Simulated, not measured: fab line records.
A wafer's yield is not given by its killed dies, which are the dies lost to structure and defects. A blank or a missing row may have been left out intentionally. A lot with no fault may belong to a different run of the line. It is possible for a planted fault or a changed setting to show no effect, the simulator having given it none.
fab line records	flow gf180mcu
record: lots: 13	wafers: 39	last_day: 34
route steps=602 shown VT_IMPLANT@99 M2@376
lots that met no fault: taken from a fault-free run of the same line
start_h: hours from the record's opening day to when the first of the lot's shown wafers began	wait_h: hours from the lot's prior step to this one	" repeats the value in the row above	L1.1+2: one row covering several wafers at once	- no value present, or no start provided	* or withheld: withheld	< > ~ a bound
route shown NAME@n: a module of which the file shows steps, and the number in the route of the first	usual: the fault-free wafers' mean and standard deviation	same: alike in all rows	chamber/n: place in a boat	sites: each site's reading	_std_site: their standard deviation	_edge_site: mean of outer sites minus mean of inner sites	radius_mm: how far each site lies from the wafer's centre	mask NAME#n: copy n	behind: tool/chamber where the wafer was last shaped	hold: why the lot was held/for how many hours/how that ended	device: the transistor (n, p or np) that didn't switch	end of line: at the end of the route, the tests of the same wafers	a step without rows: its recipe alone	killed: dies lost to structure and defects at the first sort, not the wafer's yield	map: shows each die of a wafer: x if killed, . if not, _ if none is there
set.NAME: the setting that was run; set.NAME@STEP: the one run at that earlier step	model.NAME: the simulator's own value behind a step, which no gauge read
one table for each step of the route and one row for each wafer, over a sample of lots
services: when a tool's chamber went out of use (start_h, in hours from the record's first day, below 0 if earlier), for how many hours, and the reason
== steps ==
step: GF_VT_IMPLANT_STRIP_09
recipe: chemistry: O2/N2	power_w: 1400	pressure_mtorr: 1500	platen_temp_c: 250	o2_flow_sccm: 3000	n2_flow_sccm: 300	overash_fraction: 0.5
usual: drypump_motor_current_A: 5.6/0.34	heater_power_w: 340/21	oes_product_au: 0.716/0.0043	platen_temp_c: 249.98/0.18	strip_time_to_endpoint_s: 12.62/0.037
lot.wafer	tool	chamber	start_h	wait_h	drypump_motor_current_A	heater_power_w	oes_product_au	platen_temp_c	rf_hours_counter_h	strip_time_to_endpoint_s
L377.2	plasma_asher-02	1	111.35	0.1	5.3	335	0.712	250.31	50	12.65
L377.3	"	0	"	"	6.1	295	0.718	250.23	-	12.63
L377.5	"	0	"	"	6.1	301	0.709	249.90	-	12.69
L378.1	plasma_asher-02	1	116.69	0.1	5.3	340	0.710	250.25	51	12.58
L378.3	"	0	"	"	6.2	296	0.717	249.93	-	12.63
L378.5	"	1	"	"	5.4	343	0.721	250.14	-	12.59
L379.1	plasma_asher-02	1	124.90	0.1	5.4	344	0.711	249.70	52	12.58
L379.3	"	0	"	"	6.2	305	0.719	250.05	-	12.56
L379.4	"	1	"	"	5.4	342	0.720	249.84	-	12.57
L382.1	plasma_asher-03	0	140.65	0.1	5.9	361	0.716	249.95	34	12.56
L382.3	"	0	"	"	5.9	359	0.715	250.06	-	12.57
L382.5	"	1	"	"	5.3	373	0.708	250.04	-	12.57
L384.2	plasma_asher-02	0	152.84	0.1	6.2	300	0.713	249.73	55	12.64
L384.4	"	1	"	"	5.4	343	0.718	250.10	-	12.63
L384.5	"	1	"	"	5.3	332	0.718	250.04	-	12.61
L385.1	plasma_asher-04	0	160.39	0.1	5.5	340	0.708	250.04	51	12.58
L385.3	"	1	"	"	5.4	343	0.715	250.14	-	12.63
L385.6	"	0	"	"	5.5	344	0.707	250.19	-	12.64
L386.1	plasma_asher-03	0	165.39	0.1	5.9	343	0.715	249.95	37	12.64
L386.3	"	0	"	"	5.9	355	0.709	250.14	-	12.61
L386.6	"	0	"	"	5.9	359	0.724	250.06	-	12.59
L387.2	plasma_asher-03	0	175.05	0.1	5.9	352	0.714	250.19	38	12.61
L387.5	"	0	"	"	5.9	352	0.717	249.82	-	12.62
L387.6	"	1	"	"	5.3	372	0.720	249.91	-	12.66
L388.1	plasma_asher-04	1	178.09	0.1	5.4	331	0.718	249.95	52	12.65
L388.3	"	1	"	"	5.4	333	0.712	249.76	-	12.60
L388.6	"	1	"	"	5.5	332	0.718	250.11	-	12.68
L390.3	plasma_asher-02	1	189.67	0.1	5.4	345	0.721	250.25	-	12.63
L390.5	"	1	"	"	5.4	333	0.710	250.14	-	12.61
L390.6	"	0	"	"	6.2	300	0.717	250.08	-	12.65
L395.1	plasma_asher-04	0	224.84	0.1	5.5	336	0.713	249.74	58	12.67
L395.3	"	1	"	"	5.5	332	0.716	249.90	-	12.67
L395.6	"	0	"	"	5.5	336	0.729	250.25	-	12.66
L396.1	plasma_asher-02	1	230.04	0.1	5.4	339	0.715	250.03	62	12.70
L396.2	"	0	"	"	6.2	301	0.716	249.82	62	12.62
L396.4	"	1	"	"	5.4	340	0.723	249.96	-	12.65
L399.1	plasma_asher-03	0	247.64	0.1	5.9	352	0.720	249.90	46	12.67
L399.2	"	1	"	"	5.3	371	0.716	249.79	46	12.66
L399.3	"	0	"	"	5.9	364	0.712	250.12	-	12.68
step: GF_VT_IMPLANT_DEVELOP_28
recipe: develop_time_s: 60	dev_temp_c: 23
usual: developer_temp_C: 23.00/0.09
lot.wafer	tool	chamber	start_h	wait_h	developer_temp_C
L377.2	litho_track-03	0	140.64	0.1	22.94
L377.3	"	0	"	"	23.03
L377.5	"	0	"	"	22.98
L378.1	litho_track-04	0	146.46	0.1	22.82
L378.3	"	0	"	"	22.93
L378.5	"	0	"	"	22.98
L379.1	litho_track-04	0	155.41	0.1	23.07
L379.3	"	0	"	"	22.94
L379.4	"	0	"	"	22.98
L382.1	litho_track-03	0	171.71	0.1	22.79
L382.3	"	0	"	"	22.96
L382.5	"	0	"	"	22.84
L384.2	litho_track-04	0	185.63	0.1	23.12
L384.4	"	0	"	"	22.77
L384.5	"	0	"	"	23.14
L385.1	litho_track-04	0	193.36	0.1	23.00
L385.3	"	0	"	"	22.98
L385.6	"	0	"	"	22.99
L386.1	litho_track-02	0	198.30	0.1	23.12
L386.3	"	0	"	"	23.02
L386.6	"	0	"	"	23.04
L387.2	litho_track-02	0	209.68	0.1	23.11
L387.5	"	0	"	"	23.08
L387.6	"	0	"	"	23.11
L388.1	litho_track-02	0	212.25	0.1	22.98
L388.3	"	0	"	"	22.92
L388.6	"	0	"	"	22.97
L390.3	litho_track-02	0	224.85	0.1	22.97
L390.5	"	0	"	"	23.19
L390.6	"	0	"	"	23.06
L395.1	litho_track-03	0	260.46	0.1	22.99
L395.3	"	0	"	"	23.02
L395.6	"	0	"	"	23.03
L396.1	litho_track-02	0	267.50	0.1	20.61
L396.2	"	0	"	"	20.82
L396.4	"	0	"	"	20.62
L399.1	litho_track-02	0	286.75	0.1	20.79
L399.2	"	0	"	"	20.76
L399.3	"	0	"	"	20.71
step: GF_M2_CD_MEAS_14
recipe: target_cd_nm: 280
usual: cd_nm: 279.8/1.1
lot.wafer	tool	chamber	start_h	wait_h	cd_nm
L377.2	cd_sem-01	-	435.88	0.1	280.0
L377.3	"	-	"	"	280.1
L377.5	"	-	"	"	280.5
L378.1	cd_sem-01	-	441.30	0.1	278.5
L378.3	"	-	"	"	278.8
L378.5	"	-	"	"	278.1
L379.1	cd_sem-01	-	458.67	0.1	278.4
L379.3	"	-	"	"	279.3
L379.4	"	-	"	"	278.6
L382.1	cd_sem-01	-	479.95	1.4	281.5
L382.3	"	-	"	"	280.0
L382.5	"	-	"	"	279.6
L384.2	cd_sem-01	-	504.98	0.1	281.3
L384.4	"	-	"	"	281.6
L384.5	"	-	"	"	280.8
L385.1	cd_sem-01	-	510.18	0.2	279.5
L385.3	"	-	"	"	278.8
L385.6	"	-	"	"	279.2
L386.1	cd_sem-01	-	513.47	0.2	278.9
L386.3	"	-	"	"	279.3
L386.6	"	-	"	"	278.6
L387.2	cd_sem-01	-	531.04	0.1	278.2
L387.5	"	-	"	"	277.7
L387.6	"	-	"	"	278.5
L388.1	cd_sem-02	-	536.15	0.1	281.1
L388.3	"	-	"	"	280.4
L388.6	"	-	"	"	281.3
L390.3	cd_sem-01	-	555.31	0.1	278.9
L390.5	"	-	"	"	278.5
L390.6	"	-	"	"	279.0
L395.1	cd_sem-01	-	598.77	0.1	280.3
L395.3	"	-	"	"	279.0
L395.6	"	-	"	"	279.5
L396.1	cd_sem-01	-	603.56	0.1	279.2
L396.2	"	-	"	"	278.2
L396.4	"	-	"	"	280.0
L399.1	cd_sem-02	-	621.90	0.1	280.4
L399.2	"	-	"	"	280.1
L399.3	"	-	"	"	280.1
step: GF_M2_METAL_ETCH_16
recipe: chemistry: Cl2/BCl3	mask_material: KrF	target_depth_nm: 750.8	stop_on: SiO2	pressure_mtorr: 8	icp_w: 800	bias_w: 140	Cl2_flow_sccm: 80	bcl3_flow_sccm: 40	time_s: 125.1
usual: drypump_motor_current_A: 5.8/0.41	oes_product_au: 0.991/0.006	throttle_valve_pct: 28.229/0.01
lot.wafer	tool	chamber	start_h	wait_h	drypump_motor_current_A	oes_product_au	rf_hours_counter_h	throttle_valve_pct
L377.2	rie_metal-03	1	436.02	0.0	6.3	0.999	10	28.211
L377.3	"	1	"	"	6.3	0.992	-	28.233
L377.5	"	1	"	"	6.3	0.993	-	28.234
L378.1	rie_metal-03	0	441.46	0.0	5.8	0.989	10	28.225
L378.3	"	1	"	"	6.3	1.000	-	28.220
L378.5	"	1	"	"	6.3	0.998	-	28.241
L379.1	rie_metal-03	1	458.82	0.0	6.3	0.998	10	28.243
L379.3	"	0	"	"	5.7	0.993	-	28.226
L379.4	"	1	"	"	6.3	0.992	-	28.240
L382.1	rie_metal-02	0	480.11	0.0	6.4	0.983	2	28.228
L382.3	"	0	"	"	6.5	0.985	-	28.214
L382.5	"	0	"	"	6.4	1.002	-	28.206
L384.2	rie_metal-01	0	505.11	0.0	5.2	0.990	8	28.215
L384.4	"	0	"	"	5.2	0.988	-	28.236
L384.5	"	0	"	"	5.2	0.990	-	28.230
L385.1	rie_metal-03	1	510.33	0.0	6.3	0.993	12	28.225
L385.3	"	0	"	"	5.7	0.985	-	28.234
L385.6	"	0	"	"	5.7	0.995	-	28.224
L386.1	rie_metal-03	0	513.63	0.0	5.7	0.987	12	28.236
L386.3	"	1	"	"	6.3	0.994	-	28.220
L386.6	"	1	"	"	6.3	0.996	-	28.225
L387.2	rie_metal-01	1	531.18	0.0	5.9	0.981	12	28.211
L387.5	"	0	"	"	5.2	0.993	-	28.234
L387.6	"	1	"	"	5.9	0.985	-	28.233
L388.1	rie_metal-03	1	536.31	0.0	6.3	0.995	13	28.214
L388.3	"	0	"	"	5.7	0.984	-	28.229
L388.6	"	0	"	"	5.7	0.984	-	28.239
L390.3	rie_metal-01	0	555.51	0.1	5.2	0.988	-	28.222
L390.5	"	0	"	"	5.2	0.998	-	28.223
L390.6	"	0	"	"	5.2	0.993	-	28.242
L395.1	rie_metal-01	1	598.93	0.0	5.8	0.992	1	28.219
L395.3	"	0	"	"	5.3	0.997	-	28.209
L395.6	"	0	"	"	5.2	1.003	-	28.214
L396.1	rie_metal-01	0	603.71	0.0	5.2	0.995	11	28.220
L396.2	"	1	"	"	5.9	0.992	1	28.230
L396.4	"	0	"	"	5.2	0.995	-	28.219
L399.1	rie_metal-01	1	622.06	0.0	5.8	0.995	1	28.218
L399.2	"	0	"	"	5.2	0.994	12	28.234
L399.3	"	1	"	"	5.8	0.991	-	28.225
== services ==
tool	chamber	start_h	hours	kind
plasma_asher-02	-	95.40	3.9	repair
plasma_asher-04	-	101.13	15.6	pm
rie_metal-03	1	109.28	6.8	repair
rie_metal-02	1	143.02	6.2	repair
plasma_asher-04	-	150.77	9.4	repair
rie_metal-03	1	162.61	3.5	repair
plasma_asher-02	-	214.67	13.5	pm
rie_metal-01	-	232.94	2.2	repair
plasma_asher-03	-	258.04	23.3	repair
plasma_asher-03	-	281.30	15.6	pm
plasma_asher-04	-	292.79	14.9	repair
rie_metal-03	0	317.81	4.1	repair
rie_metal-03	-	360.98	1.4	pm
rie_metal-02	-	368.68	1.3	repair
plasma_asher-02	-	374.66	0.7	repair
rie_metal-03	-	407.85	0.2	repair
plasma_asher-02	-	421.25	9.0	pm
rie_metal-03	-	439.83	1.6	repair
plasma_asher-04	-	451.39	2.8	pm
rie_metal-01	1	476.40	2.5	repair
rie_metal-01	-	516.79	1.2	repair
rie_metal-03	0	521.19	6.2	repair
plasma_asher-04	-	541.80	7.8	repair
rie_metal-01	0	564.95	2.4	repair
== key ==
first_sign: step: GF_VT_IMPLANT_DEVELOP_28	reading: developer_temp_C	direction: down	sigmas: 25	usual: *	struck: *
effect none on later readings
met_at GF_VT_IMPLANT_DEVELOP_28
struck_lots L396,L399
tester_left_out L396,L399
not_acting_at GF_VT_IMPLANT_STRIP_09,GF_M2_CD_MEAS_14,GF_M2_METAL_ETCH_16
onset_between 224.85 267.50
fault: kind: process_parameter_drift	tool: litho_track-02	chamber: -	onset_h: 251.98	steps: GF_VT_IMPLANT_DEVELOP_28	channel: dev_temp_c	offset: *	shape: step	end_h: 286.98	acts_in: *	stated: *
tester_left_out: of these lots the tester's yield and bins aren't shown, on N5 and GAA mostly nor the transistor test; their killed dies are dies lost to structure and defects alone, not to doping, threshold or leakage, so they don't give the yield
